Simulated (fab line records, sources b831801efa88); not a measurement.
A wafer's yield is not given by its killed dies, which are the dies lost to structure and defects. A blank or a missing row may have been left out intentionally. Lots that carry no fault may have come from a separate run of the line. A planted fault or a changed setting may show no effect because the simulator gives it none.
Matching of chambers    flow gf180mcu    4 sister chambers for GF_V1_CMP_04 on cmp-01
The step polishes SiO2. 8 wafers are shown with their chamber, then 7 later ones without.

EACH WAFER AND ITS CHAMBER
wafer   chamber  motor_current_A (A)  time_to_endpoint_s (s)
L824.1  2        10.4                 74
L824.2  3        12.7                 77
L824.4  1        11.7                 89
L831.3  0        11.0                 74
L831.4  2        10.7                 79
L831.6  0        10.5                 84
L835.1  3        12.2                 80
L835.2  1        11.6                 90

WAFERS WITH NO CHAMBER GIVEN
wafer   motor_current_A (A)  time_to_endpoint_s (s)
L835.5  12.4                 88
L843.1  10.4                 83
L843.2  12.7                 88
L843.3  12.2                 90
L844.2  12.1                 88
L844.5  10.7                 82
L844.6  11.4                 99

EACH ONE'S CHAMBER
wafer   from the rows above      in truth
L835.5  can't be placed: 3 or 1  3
L843.1  can't be placed: 0 or 2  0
L843.2  can't be placed: 3 or 1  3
L843.3  can't be placed: 1 or 3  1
L844.2  can't be placed: 1 or 3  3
L844.5  can't be placed: 0 or 2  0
L844.6  1                        1
1 of 7 placed correctly. Cannot be placed on the basis of these rows: 6; the candidates contain the true chamber in 6. Wrongly placed: 0.
How it was worked out, from the rows above alone: a wafer's distance from a chamber is the root of the sum, over the readings, of the square of ((its reading less the chamber's mean) divided by the reading's scatter). If the next closest chamber is less than 2 further off than the closest, the wafer can't be placed; otherwise it belongs to the closest. For every chamber, the mean is computed from those of its wafers that are shown. The scatter is the square root of a quotient: the sum, over the shown wafers, of each reading's squared deviation from its chamber's mean, divided by wafers minus chambers.
